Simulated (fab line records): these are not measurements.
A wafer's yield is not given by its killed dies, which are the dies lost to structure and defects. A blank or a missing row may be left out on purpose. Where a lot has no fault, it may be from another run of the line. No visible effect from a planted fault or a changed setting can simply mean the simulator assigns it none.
A single fault, viewed from 2 desks || flow sky130 || each desk holds nothing but its own numbers, with what lay behind them at the end

THE TOOL OWNER'S DESK: plasma_asher-04
The tool's own readings at SKY_VT_ADJUST_PCH_STRIP_09 (strips in O2/N2): means of the sampled wafers that have a number, for each lot that ran on this tool. If a lot's mean is further than 4 standard deviations from the usual mean, the lot is out of limits and carries the mark OUT (the distance appears in the brackets).
Columns: A = drypump_motor_current_A at SKY_VT_ADJUST_PCH_STRIP_09, usual 5.8 A; B = oes_product_au at SKY_VT_ADJUST_PCH_STRIP_09, usual 0.723 a.u.; C = strip_time_to_endpoint_s at SKY_VT_ADJUST_PCH_STRIP_09, usual 36.93 s
{"lot": "L501", "first seen here": "day 12 13:29", "A": 5.5, "B": 0.720, "C": 37.00}
{"lot": "L515", "first seen here": "day 16 03:58", "A": 5.5, "B": "0.631 (-21) OUT", "C": "45.46 (+93) OUT"}
{"lot": "L516", "first seen here": "day 16 13:04", "A": 5.5, "B": "0.635 (-20) OUT", "C": "45.36 (+92) OUT"}
This desk's verdict: out of limits on L515, L516, starting with L515 at day 16 03:58 (oes_product_au at SKY_VT_ADJUST_PCH_STRIP_09). L501: within limits.

FROM THE METROLOGY DESK
What the gauges read for every lot (on any tool): the sampled wafers with a number, averaged. If a lot's mean is further than 4 standard deviations from the usual mean, the lot is out of limits and carries the mark OUT (the distance appears in the brackets).
Columns: A = VT_ADJUST_LVTN_01_OVL at SKY_VT_ADJUST_LVTN_OVL_MEAS_18, usual 0.3 nm
{"lot": "L497", "first seen here": "day 7 18:35", "A": 1.1}
{"lot": "L498", "first seen here": "day 8 01:35", "A": -0.5}
{"lot": "L499", "first seen here": "day 8 01:52", "A": -0.4}
{"lot": "L500", "first seen here": "day 8 10:16", "A": -0.9}
{"lot": "L502", "first seen here": "day 9 14:10", "A": 0.4}
{"lot": "L503", "first seen here": "day 9 14:27", "A": -0.2}
{"lot": "L501", "first seen here": "day 9 14:45", "A": 0.3}
{"lot": "L504", "first seen here": "day 9 23:30", "A": 2.2}
{"lot": "L505", "first seen here": "day 10 01:57", "A": 1.5}
{"lot": "L506", "first seen here": "day 10 05:50", "A": 0.3}
{"lot": "L515", "first seen here": "day 12 20:23", "A": 0.9}
{"lot": "L516", "first seen here": "day 13 02:55", "A": -0.9}
{"lot": "L520", "first seen here": "day 14 06:26", "A": -0.0}
This desk's finding: nothing out of limits on any of the 13 lots.

TAKEN TOGETHER
The tool owner's desk had the chance to raise an alarm at day 16 03:58 on L515, L516.
Nothing out of limits was seen by the metrology desk.
The metrology desk holds a record of L515, L516, inside its limits.
The lots listed all ran SKY_VT_ADJUST_PCH_STRIP_09 on plasma_asher-04.

WHAT THE SIMULATOR PUT IN
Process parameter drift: plasma_asher-04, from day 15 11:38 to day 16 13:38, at SKY_VT_ADJUST_PCH_STRIP_09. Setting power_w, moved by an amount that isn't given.
Lots struck among those shown: L515, L516.
Time in hours from fault onset to the first out-of-limits reading at each desk: the tool owner's desk, 16.
